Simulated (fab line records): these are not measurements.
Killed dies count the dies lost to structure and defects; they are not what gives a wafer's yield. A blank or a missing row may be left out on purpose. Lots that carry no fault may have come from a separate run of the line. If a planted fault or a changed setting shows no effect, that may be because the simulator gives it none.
The tool behind it: which one? | flow sfq_line | 7 lots, 21 wafers sampled, at 2 steps of a route of 325

## WHAT THE GAUGES READ, wafer by wafer
SFQ_M3_RS_MEAS_919: a four-point-probe measurement.
lot  | measured     | on            | M3_NB_RS (ohm/sq)
L849 | day 35 00:28 | film_metro-03 | 0.884 0.883 0.881
L853 | day 37 09:19 | film_metro-01 | 0.890 0.882 0.880
L856 | day 44 02:06 | film_metro-01 | 0.882 0.889 0.886
L858 | day 44 09:07 | film_metro-01 | 0.890 0.874 0.883
L865 | day 45 11:47 | film_metro-04 | 0.895 0.897 0.950
L868 | day 45 18:33 | film_metro-01 | 0.949 0.885 0.894
L870 | day 45 21:58 | film_metro-01 | 0.899 0.908 0.906

## WHICH TOOL RAN EACH LOT (tool, then ch and the chambers of the sampled wafers, then the start)
lot  | SFQ_TRILAYER_M3_DEP_SPUTTER_073
L849 | pvd_sputter-06, day 35 00:22
L853 | pvd_sputter-05, day 37 09:13
L856 | pvd_sputter-06, day 44 01:59
L858 | pvd_sputter-06, day 44 08:59
L865 | pvd_sputter-06, day 45 11:41
L868 | pvd_sputter-06, day 45 18:28
L870 | pvd_sputter-03, day 45 21:53
- SFQ_TRILAYER_M3_DEP_SPUTTER_073: material Nb, target thk 200 nm, time 133.3 s.

## THE ANSWER, worked out from the rows above alone
Rule: the lots themselves supply what counts as usual. The widest of any qualifying gaps counts: lots, ordered by their means at a reading, are off when they make up no more than a third of the lots, leave a main group of 4 or more, and stand apart from it by 3 or more times the standard deviation of that group's means. If all means in a main group match to the digits the tables above print for the reading, that group is not used. Also off: a lot with no number at a reading for which 4 or more lots have one. Where the step has rows for the other lots, those lots are counted as sound.
None of the lots is off at any reading shown; this tells nothing.

## WHAT WAS PUT IN BY THE SIMULATOR
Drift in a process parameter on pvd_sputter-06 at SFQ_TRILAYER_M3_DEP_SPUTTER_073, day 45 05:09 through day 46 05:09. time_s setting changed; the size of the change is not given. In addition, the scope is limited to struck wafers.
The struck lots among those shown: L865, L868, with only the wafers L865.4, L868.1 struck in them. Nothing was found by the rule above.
